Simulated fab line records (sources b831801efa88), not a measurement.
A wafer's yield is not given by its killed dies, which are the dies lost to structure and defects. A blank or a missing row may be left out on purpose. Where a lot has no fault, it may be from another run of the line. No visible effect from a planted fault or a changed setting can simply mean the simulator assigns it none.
The tool behind it: which one?	flow gf180mcu	35 wafers from 12 lots sampled at 3 of the route's 602 steps

WHAT THE GAUGES READ, wafer by wafer
GF_V5_OVL_MEAS_15. Usual: V5_OVL typically reads 2 nm, with standard deviation 6.4.
lot	measured	on	V5_OVL (nm)	flag
L656	day 27 01:41	overlay-02	0 6 -1	
L657	day 27 06:05	overlay-02	0 6 8	
L659	day 28 05:59	overlay-02	6 6 6	
L660	day 28 12:02	overlay-02	-1 -3 10	
L661	day 28 18:32	overlay-01	-12 -4 -15	
L662	day 29 03:29	overlay-02	-2 10 2	
L663	day 29 10:08	overlay-02	13 6 17	
L670	day 31 16:02	overlay-02	-1 -6	
L674	day 32 10:18	overlay-01	1 1 5	
L677	day 33 04:47	overlay-01	1 -2 8	
L678	day 33 10:11	overlay-02	-1 2 -5	
L679	day 33 14:30	overlay-02	3 1 2	

GF_PASSIVATION_THK_MEAS_01. Usual: PASSIVATION_CVD_00_THK typically reads 998 nm, with standard deviation 17.
lot	measured	on	PASSIVATION_CVD_00_THK (nm)	flag
L656	day 28 00:29	filmMetro-01	973 976 1000	
L657	day 28 04:03	filmMetro-04	993 1018 988	
L659	day 29 03:40	filmMetro-01	980 988 1015	
L660	day 29 09:32	filmMetro-01	975 974 990	
L661	day 29 16:25	filmMetro-01	979 997 1023	
L662	day 30 00:44	filmMetro-03	984 991 992	
L663	day 30 06:47	filmMetro-04	980 1021 1009	
L670	day 32 12:14	filmMetro-01	987 1005	
L674	day 33 05:24	filmMetro-03	1014 1020 1031	
L677	day 33 22:40	filmMetro-03	999 988 1006	
L678	day 34 04:16	filmMetro-03	976 979 985	
L679	day 34 08:04	filmMetro-01	975 997 1014	

TOOL THAT RAN EACH LOT (tool first, then ch and the chambers of the sampled wafers, then the start)
lot	GF_V5_CVD_23
L656	cvdW-02 ch 0,1, day 27 02:31
L657	cvdW-02 ch 0,1, day 27 06:55
L659	cvdW-01 ch 1, day 28 06:49
L660	cvdW-01 ch 0,1, day 28 12:51
L661	cvdW-01 ch 0,1, day 28 19:22
L662	cvdW-01 ch 0,1, day 29 04:22
L663	cvdW-02 ch 0,1, day 29 11:00
L670	cvdW-02 ch 0,1, day 31 16:54
L674	cvdW-02 ch 0,1, day 32 11:09
L677	cvdW-02 ch 0,1, day 33 05:38
L678	cvdW-01 ch 0, day 33 11:02
L679	cvdW-01 ch 0,1, day 33 15:22
- GF_V5_CVD_23: deposits W, target thk 350 nm, time 104.9 s.

AS READ BY THE TOOLS THEMSELVES (means over the sampled wafers that have a number; for cases with no such wafer, the mark the record gives instead)
GF_V5_CVD_23. Usual: heaterPowerW at 903 W, with a standard deviation of 50.
lot	tool	heaterPowerW (W)	flag
L656	cvdW-02	927	
L657	cvdW-02	906	
L659	cvdW-01	816	
L660	cvdW-01	838	
L661	cvdW-01	842	
L662	cvdW-01	861	
L663	cvdW-02	916	
L670	cvdW-02	926	
L674	cvdW-02	925	
L677	cvdW-02	938	
L678	cvdW-01	884	
L679	cvdW-01	839	

THE ANSWER, worked out from the rows above alone
Rule: take the mean of a lot's wafers that have a number; if it is more than 3 standard deviations from the usual mean, the lot is off. Also off: a lot with no number at a reading for which 4 or more lots have one. All remaining lots with rows at the step are treated as sound. First the gauges in route order, then the tools' own readings, where a lot's mean is used as printed above. At the first step where some lot is off, the reading lying furthest off is the one used; lots without a number count as furthest.
Across all readings shown, no lot is off: no conclusion can be drawn from this.

WHAT WAS PUT IN BY THE SIMULATOR
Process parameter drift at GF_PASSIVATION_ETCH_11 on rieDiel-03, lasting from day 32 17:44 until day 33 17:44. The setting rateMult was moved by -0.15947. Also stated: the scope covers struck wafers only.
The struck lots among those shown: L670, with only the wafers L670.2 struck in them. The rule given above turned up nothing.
